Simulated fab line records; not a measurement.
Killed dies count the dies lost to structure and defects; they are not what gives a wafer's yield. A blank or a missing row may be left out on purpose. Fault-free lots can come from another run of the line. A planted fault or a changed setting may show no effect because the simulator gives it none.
Matching of chambers :: flow gf180mcu :: rieDiel-01 running GF_SAB_ETCH_11: 4 sister chambers
The step etches SiO2 in C4F8/O2/Ar, target depth 55 nm, time 8.5 s. 4 wafers are shown with their chamber, then 7 later ones without.

## WAFERS WITH THEIR CHAMBER
wafer: L323.5
chamber: 1
oesProductAu (a.u.): 0.999

wafer: L327.5
chamber: 0
oesProductAu (a.u.): 1.020

wafer: L330.1
chamber: 2
oesProductAu (a.u.): 1.001

wafer: L330.2
chamber: 3
oesProductAu (a.u.): 0.985

## WAFERS WITH NO CHAMBER GIVEN
wafer: L330.3
oesProductAu (a.u.): 1.015

wafer: L331.4
oesProductAu (a.u.): 1.011

wafer: L331.5
oesProductAu (a.u.): 1.000

wafer: L331.6
oesProductAu (a.u.): 1.017

wafer: L332.1
oesProductAu (a.u.): 1.007

wafer: L332.5
oesProductAu (a.u.): 1.008

wafer: L332.6
oesProductAu (a.u.): 1.002

## THE CHAMBER EACH PASSED THROUGH
wafer: L330.3
from the rows above: can't be placed: 0 or 2
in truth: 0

wafer: L331.4
from the rows above: can't be placed: 0 or 2 or 1
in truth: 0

wafer: L331.5
from the rows above: can't be placed: 2 or 1
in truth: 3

wafer: L331.6
from the rows above: 0
in truth: 0

wafer: L332.1
from the rows above: can't be placed: 2 or 1 or 0
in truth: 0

wafer: L332.5
from the rows above: can't be placed: 2 or 1 or 0
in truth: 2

wafer: L332.6
from the rows above: can't be placed: 2 or 1
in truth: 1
1 of 7 placed correctly. Unplaceable from these rows: 6, with the true chamber sitting among the candidates in 5. 0 placed wrongly.
How it was worked out, from the rows above alone: a wafer's distance from a chamber is the root of the sum, over the readings, of the square of ((its reading less the chamber's mean) divided by the reading's scatter). If the next closest chamber is less than 2 further off than the closest, the wafer can't be placed; otherwise it belongs to the closest. Each chamber's mean is taken over the wafers shown for it. The scatter (one wafer shown for each chamber): square how far every hidden wafer sits from the nearest shown wafer, average those squares and take the square root.
